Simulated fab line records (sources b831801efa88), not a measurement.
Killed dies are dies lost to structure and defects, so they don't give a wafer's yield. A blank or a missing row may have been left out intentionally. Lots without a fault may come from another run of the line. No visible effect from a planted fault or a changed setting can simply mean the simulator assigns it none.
Lot-split experiment + flow sky130 + on a route of 708 steps: 5 lots, 23 wafers read

ABOUT THE SPLIT
At SKY_POLY_GATE_ETCH_17 (etches poly-Si in HBr/Cl2, stops on SiO2, target depth 180 nm, time 70.5 s), the setting timeS was moved away from the recipe's 70.5 s on 6 of the 23 wafers read, by +5.4% to +13.8%. All remaining wafers had this setting at the recipe value.

The reading is taken at the split's own step.

THE READING
SiO2_of_SONOS_ONO_CVD_04.thkNm (the simulator's own value, which no gauge read), in nm, at SKY_POLY_GATE_ETCH_17 (etches poly-Si in HBr/Cl2, stops on SiO2, target depth 180 nm, time 70.5 s). The file gives no usual value for it. Across the 17 wafers here that went through the recipe, the average is 4.099 nm and the standard deviation 0.15 nm.

| wafer  | tool, chamber at the split | timeS as run, s | against the recipe | SiO2_of_SONOS_ONO_CVD_04.thkNm, nm | against lot-mates on the recipe |
|--------|----------------------------|-----------------|--------------------|------------------------------------|---------------------------------|
| L075.1 | rieSi-02, 3                | 74.29           | +5.4%              | 4.078                              | -0.126                          |
| L075.2 | rieSi-02, 1                | 70.5            | recipe             | 4.241                              | -                               |
| L075.3 | rieSi-02, 0                | 70.5            | recipe             | 4.156                              | -                               |
| L075.4 | rieSi-02, 2                | 70.5            | recipe             | 4.215                              | -                               |
| L075.6 | rieSi-02, 3                | 74.29           | +5.4%              | 4.089                              | -0.115                          |
| L078.1 | rieSi-02, 2                | 70.5            | recipe             | 4.033                              | -                               |
| L078.3 | rieSi-02, 1                | 70.5            | recipe             | 4                                  | -                               |
| L078.4 | rieSi-02, 0                | 70.5            | recipe             | 4.091                              | -                               |
| L078.5 | rieSi-02, 3                | 78.22           | +11.0%             | 3.67                               | -0.371                          |
| L078.6 | rieSi-02, 0                | 78.22           | +11.0%             | 3.748                              | -0.293                          |
| L079.1 | rieSi-01, 0                | 70.5            | recipe             | 4.209                              | -                               |
| L079.2 | rieSi-01, 1                | 70.5            | recipe             | 4.225                              | -                               |
| L079.3 | rieSi-01, 2                | 70.5            | recipe             | 4.386                              | -                               |
| L079.4 | rieSi-01, 3                | 70.5            | recipe             | 4.199                              | -                               |
| L079.5 | rieSi-01, 0                | 70.5            | recipe             | 4.276                              | -                               |
| L080.1 | rieSi-02, 3                | 70.5            | recipe             | 3.989                              | -                               |
| L080.4 | rieSi-02, 2                | 70.5            | recipe             | 3.977                              | -                               |
| L080.5 | rieSi-02, 0                | 70.5            | recipe             | 4.065                              | -                               |
| L081.1 | rieSi-01, 3                | 70.5            | recipe             | 3.907                              | -                               |
| L081.2 | rieSi-01, 0                | 80.24           | +13.8%             | 3.37                               | -0.505                          |
| L081.4 | rieSi-01, 2                | 70.5            | recipe             | 3.857                              | -                               |
| L081.5 | rieSi-01, 0                | 80.24           | +13.8%             | 3.408                              | -0.467                          |
| L081.6 | rieSi-01, 3                | 70.5            | recipe             | 3.861                              | -                               |

FIT RESULTS
A straight line over all 23 wafers: SiO2_of_SONOS_ONO_CVD_04.thkNm changes by -0.0431 nm for each +1% of timeS; r = -0.81; the points scatter about the line by 0.16 nm.
The same after taking each lot's own level away (the mean of its wafers on the recipe; 23 wafers): -0.0328 nm for each +1%; r = -0.96; scatter 0.049 nm.
That fit puts the effect of the largest move of timeS on the reading at 0.45 nm.
Measured against the standard deviation above, the lots' own levels, which go from 3.8750 to 4.2590 nm, span 2.6 times it.
In other words, the slope is changed by the lot-to-lot level; the two fits disagree.
Check: -0.426 nm against its lot-mates is what the line predicts for one of the wafers moved furthest among these (+13.8%) when that wafer is left out of the fit. It came out at -0.505 nm against them.

FURTHER SPLITS ON THESE WAFERS
Before the reading, these wafers also passed through other splits. Each is held against what the fit with the lots' levels taken away leaves over:
| other split on the same wafers      | wafers away from the commonest value | r with SiO2_of_SONOS_ONO_CVD_04.thkNm (lot level and that fit taken away) |
|-------------------------------------|--------------------------------------|---------------------------------------------------------------------------|
| SKY_GATE_OXIDE_IMPLANT_11 doseCm2   | 9                                    | -0.02                                                                     |
| SKY_RES_PROTECT_COAT_02 resistThkNm | 9                                    | -0.30                                                                     |
| SKY_POLY_GATE_COAT_08 resistThkNm   | 6                                    | +0.15                                                                     |

FILE'S OWN FIT
SiO2_of_SONOS_ONO_CVD_04.thkNm changes by -0.0324 nm for each +1% of timeS, r = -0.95.
